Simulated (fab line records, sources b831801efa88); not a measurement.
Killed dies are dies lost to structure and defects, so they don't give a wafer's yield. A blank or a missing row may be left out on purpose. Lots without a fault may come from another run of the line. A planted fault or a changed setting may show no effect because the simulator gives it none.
Problem report in the 8D (eight disciplines) form, filled by code | flow sky130 | the parts of the form that need people (team, actions taken, sign-off) are left out

1. THE PROBLEM
killed_at_other at SKY_PAD_OPEN_PROBE_99 reads a mean of 42.2 on 6 wafers of 2 lots; wafers without a fault read 0.3 with a standard deviation of 0.59. That is +71 standard deviations from the usual mean.
First seen on wafer L334.3, day 47 21:36, on prober-01. The record holds 15 wafers of 5 lots with a number at this step. Rule for "out", or "out of limits": more than 4 standard deviations from the usual mean. The other wafers with a number count as sound.

2. WHAT IT IS AND WHAT IT IS NOT
question                    | is                     | is not
which readings at this step | killed_at_other        | killed_at_M4_up, killed_at_front_end, killed_open, killed_short
which lots                  | L334, L337             | L327, L346, L347
which wafers of those lots  | all that have a number | -
read on which tools         | prober-01, prober-02   | -
when                        | from day 47 21:36      | up to then (3 sound wafers); but 6 sound wafers of L346, L347 came after

3. SUSPECTS, AND WHAT RULES EACH OUT
Counting: a tool at a process step up to the reading stays a suspect if it ran every lot that is out and no sound lot after the first of them.
- pvd_sputter-01 at SKY_CAPM_SPUTTER_02 (material TiN, target thk 200 nm, time 166.7 s): ruled out as a lasting fault. Sound lots L346 ran on it after its first lot that is out, L334 (day 39 01:39).
Left after counting: nothing in the record.

4. THE CAUSE (what the simulator had put in)
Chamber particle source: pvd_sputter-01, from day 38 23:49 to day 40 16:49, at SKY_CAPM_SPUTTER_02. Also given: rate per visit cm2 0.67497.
Counting ruled it out, wrongly: the rule takes a fault to strike every lot that its tool runs from its start on, and this one did not.

5. THE CHAIN OF EFFECTS, in route order
Each row: a reading whose mean over the struck wafers that have a number lies more than 3 standard deviations from the usual. Only readings for which the record gives a usual standard deviation are gone through. hours: the time from each lot's start at the first step in this table that gives one to its start at this step, as a median over the lots. sigmas: the change in usual standard deviations.
hours | step                  | reading              | usual  | on struck wafers | change | sigmas
0     | SKY_PAD_OPEN_PROBE_99 | defect_limited_yield | 82.5 % | 76.0             | -6.5   | -3.1
0     | SKY_PAD_OPEN_PROBE_99 | killed_at_other      | 0.3    | 42.2             | +41.9  | +71
0     | SKY_PAD_OPEN_PROBE_99 | killed_dies          | 86     | 118              | +32    | +3.2
0     | SKY_PAD_OPEN_PROBE_99 | sort_bin_3_pad_short | 0.9 %  | 2.4              | +1.5   | +3.5
0     | SKY_PAD_OPEN_PROBE_99 | sort_n_pass          | 406    | 374              | -32    | -3.2
0     | SKY_PAD_OPEN_PROBE_99 | sort_yield_pct       | 82.5 % | 76.0             | -6.5   | -3.1
The process steps in it:
- SKY_PAD_OPEN_PROBE_99

6. WHAT WOULD HAVE CAUGHT IT SOONER
In this record the first reading out of limits was taken at day 47 21:36, 214 hours after the fault began at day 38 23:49.
Of the tool readings at SKY_CAPM_SPUTTER_02 for which the record gives a usual standard deviation, none was out on any struck wafer, so an alarm limit of 4 standard deviations on them would not have fired.
